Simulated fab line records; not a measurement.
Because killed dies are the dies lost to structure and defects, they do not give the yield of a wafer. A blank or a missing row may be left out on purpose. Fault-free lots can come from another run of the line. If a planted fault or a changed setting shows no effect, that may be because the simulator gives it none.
Struck lot and sound lot, side by side / flow gf180mcu / 16 out of 602 route steps
Sound: wafers L969.2, L969.3, L969.4. Struck: wafer L986.2; the same lot's L986.6 was not struck, so it is left out; see the end for the cause.
Order at every step that has rows: each side's tool, ch and its chambers, its first start. Under that, the readings that differ: sound wafers / struck wafers / difference of the means / sigmas: that difference in standard deviations of wafers without a fault.
alike: readings whose means differ by less than 2 such deviations, and words and numbers that are the same on both sides. not compared: withheld readings, readings that some wafer has no value for, bounds like >300 that may hide the same value, and numbers for which the record gives no deviation and whose values overlap.
A row with sigmas, a row that says differs or no value, or rows on one side alone: a step with any of these is where the two part. Non-overlapping numbers with no deviation appear without sigmas and do not part them. A reading missing from all wafers of one side parts the sides only when that side holds two or more wafers.

first, 3 steps without rows for these wafers: GF_V1_EXPOSE_11 (exposes mask Via1, target cd 260 nm); GF_V1_PEB_12 (peb time 90 s); GF_V1_DEVELOP_13 (develop time 60 s).
GF_V1_CD_MEAS_14: the cd target is 260 nm.
  sound: cd-sem-01 at day 20 09:37; struck: cd-sem-02 at day 25 21:19
  alike: cd-nm
GF_V1_OVL_MEAS_15:
  sound: overlay-01 at day 20 09:44; struck: overlay-02 at day 25 21:25
  alike: V1_OVL
GF_V1_ETCH_16: etches BARC in N2/H2.
  sound on rie-diel-02 ch 1,2,3, day 20 09:46; struck on rie-diel-04 ch 1, day 25 21:26
reading=drypump-motor-current-A (A); sound=6.4 5.2 6.0; struck=4.8; difference=-1.1; sigmas=-3
  alike: oes-product-au, throttle-valve-pct
then, 1 step without rows for these wafers: GF_V1_ETCH_17 (etches SiO2 in C4F8/O2/Ar, stops on TiN, target depth 630 nm).
GF_V1_STRIP_18: strips in O2/N2.
  sound on plasma-asher-02 ch 0,1, day 20 09:53; struck on plasma-asher-01 ch 0, day 25 21:34
reading=drypump-motor-current-A (A); sound=5.9 5.9 6.0; struck=4.8; difference=-1.1; sigmas=-2
  alike: heater-power-w, oes-product-au
  not compared: rf-hours-counter-h
then, 2 steps without rows for these wafers: GF_V1_STRIP_19 (strips in post etch residue remover, time 1200 s); GF_V1_CLEAN_20 (cleans in DIW).
GF_V1_SPUTTER_21: material Ti, target thk 15 nm, time 80.02 s.
  sound: pvd-sputter-01 at day 20 10:26; struck: pvd-sputter-02 at day 25 22:07
reading=chamber-pressure-pa (Pa); sound=4.988 5.009 5.012; struck=4.969; difference=-0.034; sigmas=-3
reading=throttle-valve-pct (%); sound=27.1 28.0 29.2; struck=31.1; difference=+3.0; sigmas=+2
GF_V1_SPUTTER_22: material TiN, target thk 10 nm, time 40 s.
  sound: pvd-sputter-01 at day 20 10:30; struck: pvd-sputter-02 at day 25 22:10
reading=throttle-valve-pct (%); sound=27.2 28.2 29.3; struck=30.9; difference=+2.7; sigmas=+2
  alike: chamber-pressure-pa
GF_V1_CVD_23: deposits W, target thk 350 nm, time 105.05 s.
  sound on cvd-w-01 ch 0,1, day 20 10:32; struck on cvd-w-01 ch 0, day 25 22:13
reading=chamber-pressure-Torr (Torr); sound=39.97 40.07 39.92; struck=40.19; difference=+0.20; sigmas=+2
reading=model.W_of_V1_CVD_23.thk-nm (nm); sound=341.9 341.6 338.8; struck=327.5; difference=-13.3; sigmas=
  alike: heater-power-w
GF_V1_RS_MEAS_24: the measuring method here is four-point-probe.
  sound: film-metro-03 at day 20 10:40; struck: film-metro-01 at day 25 22:20
reading=V1_W_RS (ohm/sq); sound=0.336 0.336 0.339; struck=0.350; difference=+0.013; sigmas=+3
GF_V1_THK_MEAS_25: measures by xrf.
  sound: film-metro-03 at day 20 10:47; struck: film-metro-01 at day 25 22:27
reading=V1_W_THK (nm); sound=344 345 341; struck=328; difference=-15; sigmas=-3
GF_V1_CMP_26: polishes, stops on SiO2, t overpolish 15 s, target thk 0 nm.
  sound on cmp-02 ch 1,2,3, day 20 10:55; struck on cmp-02 ch 2, day 25 22:30
  alike: head-pressure-psi, motor-current-A

WHERE THEY PART
Earliest at GF_V1_ETCH_16; latest, in this record, at GF_V1_THK_MEAS_25. Later steps at which nothing parts them and some readings are alike: GF_V1_CMP_26.

WHY: what had been put in by the simulator
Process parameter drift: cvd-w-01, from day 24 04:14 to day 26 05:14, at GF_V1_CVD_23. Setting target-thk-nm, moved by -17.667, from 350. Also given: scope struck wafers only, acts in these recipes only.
